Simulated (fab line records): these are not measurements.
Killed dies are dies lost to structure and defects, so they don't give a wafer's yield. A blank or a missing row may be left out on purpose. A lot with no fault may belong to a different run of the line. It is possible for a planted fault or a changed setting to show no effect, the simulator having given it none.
Which tool was responsible? | flow sky130 | 7 lots with 21 wafers sampled at 2 steps, on a route of 708 steps

== WHAT THE GAUGES READ, wafer by wafer ==
SKY_METAL2_OVL_MEAS_16.
lot  | measured     | on         | METAL2_OVL (nm)
L261 | day 36 11:10 | overlay-01 | -2 -5 -1
L262 | day 36 15:16 | overlay-02 | 0 -3 -1
L271 | day 38 17:02 | overlay-01 | -9 -4 -12
L273 | day 39 14:34 | overlay-01 | -9 -9 0
L276 | day 40 12:21 | overlay-02 | -6 -10 0
L278 | day 41 06:37 | overlay-02 | -8 -6 -13
L282 | day 42 23:20 | overlay-02 | -18 -13 -15

== EACH LOT AND THE TOOL THAT RAN IT (in order: tool; ch and the chambers of the sampled wafers; start) ==
lot  | SKY_METAL2_SPUTTER_02
L261 | pvd sputter-01, day 35 09:06
L262 | pvd sputter-01, day 35 12:28
L271 | pvd sputter-03, day 37 15:12
L273 | pvd sputter-03, day 38 13:19
L276 | pvd sputter-01, day 39 11:41
L278 | pvd sputter-01, day 40 05:47
L282 | pvd sputter-01, day 41 23:58
- SKY_METAL2_SPUTTER_02: material AlCu, target thk 250 nm, time 13.3 s.

== THE ANSWER, worked out from the rows above alone ==
Rule: what is usual is taken from the lots themselves. Put in order of their means at a reading, lots are off if they are a third of the lots or fewer, leave a main group of 4 or more, and stand apart from it by a gap of 3 or more times the standard deviation of the main group's means; of several such gaps the widest counts. The tables above print the reading to a certain number of digits; a main group whose means all agree to those digits is not used. A lot without any number at a reading at which 4 lots or more have one is off too. All remaining lots with rows at the step are treated as sound.
No lot is off at any reading shown: from this, nothing can be told.

== WHAT THE SIMULATOR HAD INSERTED ==
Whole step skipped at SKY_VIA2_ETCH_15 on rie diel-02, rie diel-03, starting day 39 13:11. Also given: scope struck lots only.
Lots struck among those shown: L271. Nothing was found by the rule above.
